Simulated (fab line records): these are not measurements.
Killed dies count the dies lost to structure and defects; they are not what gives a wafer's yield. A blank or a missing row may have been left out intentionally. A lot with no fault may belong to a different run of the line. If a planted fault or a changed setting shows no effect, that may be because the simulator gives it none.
Which of the tools did it?    flow sky130    72 wafers from 24 lots sampled at 3 of the route's 708 steps

WHAT THE GAUGES READ, wafer by wafer
SKY_NWELL_RS_MEAS_31: measurement is done with a four-point probe.
lot   measured      on             PWDE_RS (ohm/sq)
L074  day 5 08:51   film metro-01  5308 5295 5288
L075  day 5 16:26   film metro-01  5258 5259 5255
L076  day 5 19:46   film metro-01  5258 5262 5259
L077  day 6 00:33   film metro-01  5282 5293 5274
L078  day 6 10:00   film metro-03  5277 5287 5270
L079  day 7 02:18   film metro-04  5276 5284 5273
L080  day 7 06:12   film metro-04  5267 5287 5281
L081  day 7 05:51   film metro-01  5309 5286 5274
L082  day 7 08:42   film metro-04  5280 5278 5281
L083  day 7 14:13   film metro-01  5294 5279 5282
L084  day 7 21:49   film metro-04  5295 5281 5267
L085  day 8 10:27   film metro-04  5305 5300 5282
L086  day 8 20:34   film metro-04  5256 5264 5274
L087  day 8 20:12   film metro-03  5283 5307 5285
L088  day 9 03:19   film metro-04  5251 5275 5259
L089  day 9 10:18   film metro-04  5280 5294 5296
L090  day 9 13:50   film metro-04  5279 5254 5276
L091  day 9 18:01   film metro-03  5291 5294 5309
L093  day 10 03:43  film metro-03  5298 5263 5286
L092  day 10 05:24  film metro-04  5246 5247 5243
L094  day 10 10:58  film metro-04  5268 5267 5270
L095  day 10 18:17  film metro-01  5269 5268 5283
L096  day 10 21:09  film metro-01  5284 5268 5285
L097  day 11 03:22  film metro-04  5271 5273 5275

SKY_VT_ADJUST_HVTP_OVL_MEAS_08.
lot   measured      on          VT_ADJUST_HVTP_OVL (nm)
L074  day 6 02:41   overlay-01  -1.1 -0.3 0.8
L075  day 6 10:41   overlay-02  2.1 -0.9 1.3
L076  day 6 14:37   overlay-02  -0.2 0.6 1.5
L077  day 6 18:44   overlay-01  2.5 1.5 0.3
L078  day 7 04:32   overlay-01  -2.3 -1.5 -0.6
L079  day 7 21:44   overlay-02  1.7 0.7 0.9
L080  day 8 02:20   overlay-01  0.2 0.9 1.2
L081  day 8 02:02   overlay-02  1.8 -0.9 0.7
L082  day 8 04:26   overlay-02  1.2 -1.4 -0.5
L083  day 8 10:38   overlay-01  -1.8 -1.9 0.0
L084  day 8 18:26   overlay-02  -0.8 -1.0 -1.5
L085  day 9 07:52   overlay-02  1.7 0.5 1.4
L086  day 9 17:54   overlay-01  -0.9 -1.0 -0.8
L087  day 9 17:32   overlay-01  -0.3 0.7 0.0
L088  day 10 00:29  overlay-02  0.9 1.9 0.1
L089  day 10 08:44  overlay-01  0.4 2.0 0.7
L090  day 10 11:59  overlay-01  -1.0 -0.9 -2.5
L091  day 10 16:32  overlay-02  2.2 -1.2 1.1
L093  day 11 02:05  overlay-01  -0.6 -2.1 -0.7
L092  day 11 03:17  overlay-01  -0.9 -0.5 1.1
L094  day 11 09:50  overlay-02  2.7 2.9 1.4
L095  day 11 17:29  overlay-02  -1.4 -1.3 -1.1
L096  day 11 20:35  overlay-01  -2.8 -1.8 -1.0
L097  day 12 03:35  overlay-02  1.0 2.3 2.6

EACH LOT AND THE TOOL THAT RAN IT (in order: tool; ch and the chambers of the sampled wafers; start)
lot   SKY_FIELD_ISO_ETCH_15
L074  rie diel-01 ch 0,1,2, day 2 05:05
L075  rie diel-03 ch 1,2, day 2 10:11
L076  rie diel-03 ch 0,1,3, day 2 14:44
L077  rie diel-03 ch 0,1,2, day 2 20:49
L078  rie diel-01 ch 0,2,3, day 3 01:46
L079  rie diel-01 ch 0,1,3, day 3 09:46
L080  rie diel-01 ch 0,3, day 3 13:40
L081  rie diel-04 ch 0,1,2, day 3 16:52
L082  rie diel-01 ch 1,2,3, day 3 21:11
L083  rie diel-04 ch 0,1,3, day 4 04:43
L084  rie diel-01 ch 0,1,3, day 4 12:22
L085  rie diel-01 ch 0,2,3, day 4 17:38
L086  rie diel-03 ch 0,1,2, day 4 21:28
L087  rie diel-03 ch 1,2, day 5 01:16
L088  rie diel-03 ch 0,1, day 5 06:28
L089  rie diel-01 ch 1,2,3, day 5 10:19
L090  rie diel-03 ch 0,2, day 5 16:26
L091  rie diel-04 ch 1,2,3, day 5 23:25
L093  rie diel-04 ch 1,2, day 6 06:52
L092  rie diel-01 ch 0,2,3, day 6 07:13
L094  rie diel-03 ch 2,3, day 6 14:04
L095  rie diel-04 ch 0,1,2, day 6 20:23
L096  rie diel-03 ch 1,2,3, day 7 00:22
L097  rie diel-01 ch 0,2,3, day 7 04:05
- SKY_FIELD_ISO_ETCH_15: etches the open film in CHF3/O2, stops on Si, target depth 180 nm, time 72 s.

WHAT THE TOOLS THEMSELVES READ (means of the sampled wafers that have a number; where no wafer has one, the mark that the record gives instead)
SKY_FIELD_ISO_ETCH_15.
lot   tool         drypump motor current A (A)  oes product au (a.u.)  throttle valve pct (%)
L074  rie diel-01  6.04                         0.940                  8.842
L075  rie diel-03  5.92                         0.934                  8.838
L076  rie diel-03  5.89                         0.944                  8.846
L077  rie diel-03  5.92                         0.950                  8.837
L078  rie diel-01  5.88                         0.951                  8.843
L079  rie diel-01  6.12                         0.950                  8.841
L080  rie diel-01  6.04                         0.944                  8.838
L081  rie diel-04  5.95                         0.952                  8.841
L082  rie diel-01  5.99                         0.938                  8.828
L083  rie diel-04  5.92                         0.943                  8.849
L084  rie diel-01  6.12                         0.952                  8.852
L085  rie diel-01  5.89                         0.955                  8.849
L086  rie diel-03  5.92                         0.944                  8.838
L087  rie diel-03  5.91                         0.947                  8.844
L088  rie diel-03  5.86                         0.949                  8.835
L089  rie diel-01  5.98                         0.936                  8.841
L090  rie diel-03  5.92                         0.950                  8.853
L091  rie diel-04  6.17                         0.955                  8.848
L093  rie diel-04  6.18                         0.945                  8.842
L092  rie diel-01  5.90                         0.939                  8.841
L094  rie diel-03  6.02                         0.946                  8.844
L095  rie diel-04  5.94                         0.944                  8.846
L096  rie diel-03  5.97                         0.945                  8.849
L097  rie diel-01  5.88                         0.944                  8.839

THE ANSWER, worked out from the rows above alone
Rule: the lots themselves supply what counts as usual. Put in order of their means at a reading, lots are off if they are a third of the lots or fewer, leave a main group of 4 or more, and stand apart from it by a gap of 3 or more times the standard deviation of the main group's means; of several such gaps the widest counts. A main group whose means are all the same, to the digits that the tables above print for the reading, isn't used. Also off: a lot with no number at a reading for which 4 or more lots have one. Where the step has rows for the other lots, those lots are counted as sound. Order of review: gauges by route order, followed by the tools' own readings, for which a lot's mean as printed above is used. The first step at which some lot is off is used, and at that step the reading that is off furthest; a lot without a number counts as furthest.
None of the lots is off at any reading shown; this tells nothing.

WHAT THE SIMULATOR HAD INSERTED
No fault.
